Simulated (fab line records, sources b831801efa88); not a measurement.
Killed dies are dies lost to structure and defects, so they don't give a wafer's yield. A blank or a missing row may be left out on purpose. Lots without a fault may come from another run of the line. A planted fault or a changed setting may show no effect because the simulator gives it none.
Which tool did it? | flow gf180mcu | 11 lots, 33 wafers sampled, at 4 steps of a route of 602

WHAT THE GAUGES READ, wafer by wafer
GF_HV_LDD_TW_MEAS_38.
lot  | measured     | on            | HV_LDD_3_TW
L952 | day 13 09:56 | film_metro-04 | 1406 1404 1403
L958 | day 15 04:58 | film_metro-02 | 1445 1448 1446
L959 | day 15 14:07 | film_metro-04 | 1415 1410 1402
L960 | day 15 19:07 | film_metro-03 | 1423 1428 1429
L961 | day 16 00:52 | film_metro-03 | 30 30 30
L962 | day 16 07:38 | film_metro-04 | 29 29 29
L969 | day 18 21:38 | film_metro-04 | 1408 1399 1402
L971 | day 19 04:19 | film_metro-03 | 1413 1417 1415
L972 | day 19 10:01 | film_metro-03 | 1415 1427 1418
L973 | day 20 00:56 | film_metro-02 | 1435 1436 1443
L974 | day 20 01:56 | film_metro-02 | 1427 1439 1435

WHICH TOOL RAN EACH LOT (tool, then ch and the chambers of the sampled wafers, then the start)
lot  | GF_HV_LDD_STRIP_10                   | GF_HV_LDD_STRIP_22                   | GF_HV_LDD_STRIP_37
L952 | plasma_asher-03 ch 0,1, day 11 16:52 | plasma_asher-02 ch 0,1, day 12 12:19 | plasma_asher-02 ch 0,1, day 13 09:50
L958 | plasma_asher-02 ch 0,1, day 13 08:31 | plasma_asher-03 ch 0,1, day 14 06:05 | plasma_asher-04 ch 0,1, day 15 04:52
L959 | plasma_asher-02 ch 0,1, day 13 18:26 | plasma_asher-04 ch 0,1, day 14 15:19 | plasma_asher-04 ch 0,1, day 15 14:01
L960 | plasma_asher-03 ch 0,1, day 13 22:43 | plasma_asher-02 ch 0,1, day 14 19:46 | plasma_asher-04 ch 0,1, day 15 19:01
L961 | plasma_asher-02 ch 1, day 14 04:19   | plasma_asher-02 ch 0,1, day 15 02:13 | plasma_asher-04 ch 0,1, day 16 00:46
L962 | plasma_asher-03 ch 0,1, day 14 09:59 | plasma_asher-03 ch 0,1, day 15 08:29 | plasma_asher-03 ch 0,1, day 16 07:32
L969 | plasma_asher-03 ch 0,1, day 16 18:02 | plasma_asher-02 ch 0,1, day 17 18:47 | plasma_asher-02 ch 0,1, day 18 21:32
L971 | plasma_asher-03 ch 0, day 17 01:04   | plasma_asher-02 ch 0,1, day 18 02:05 | plasma_asher-03 ch 0,1, day 19 04:13
L972 | plasma_asher-03 ch 0,1, day 17 05:47 | plasma_asher-03 ch 0,1, day 18 07:19 | plasma_asher-02 ch 0,1, day 19 09:55
L973 | plasma_asher-03 ch 0,1, day 17 20:20 | plasma_asher-03 ch 0,1, day 18 22:20 | plasma_asher-04 ch 0,1, day 20 00:50
L974 | plasma_asher-04 ch 0,1, day 17 20:28 | plasma_asher-02 ch 0,1, day 18 22:38 | plasma_asher-04 ch 0,1, day 20 01:52
- GF_HV_LDD_STRIP_10: strips in O2/N2.
- GF_HV_LDD_STRIP_22: strips in O2/N2.
- GF_HV_LDD_STRIP_37: strips in O2/N2.

THE ANSWER, worked out from the rows above alone
Rule: what is usual is taken from the lots themselves. Put in order of their means at a reading, lots are off if they are a third of the lots or fewer, leave a main group of 4 or more, and stand apart from it by a gap of 3 or more times the standard deviation of the main group's means; of several such gaps the widest counts. A main group whose means are all the same, to the digits that the tables above print for the reading, isn't used. A lot without any number at a reading at which 4 lots or more have one is off too. The other lots that the step has rows for count as sound.
Off: L961, L962, at GF_HV_LDD_TW_MEAS_38 (HV_LDD_3_TW). The main group: mean 1422, standard deviation 15.
A tool fits if, at a process step before that reading, it ran every lot that is off, and no sound lot after the first of them. The gauges at GF_HV_LDD_TW_MEAS_38 are tried like those tools. None of those tried fits.

WHAT THE SIMULATOR HAD PUT IN
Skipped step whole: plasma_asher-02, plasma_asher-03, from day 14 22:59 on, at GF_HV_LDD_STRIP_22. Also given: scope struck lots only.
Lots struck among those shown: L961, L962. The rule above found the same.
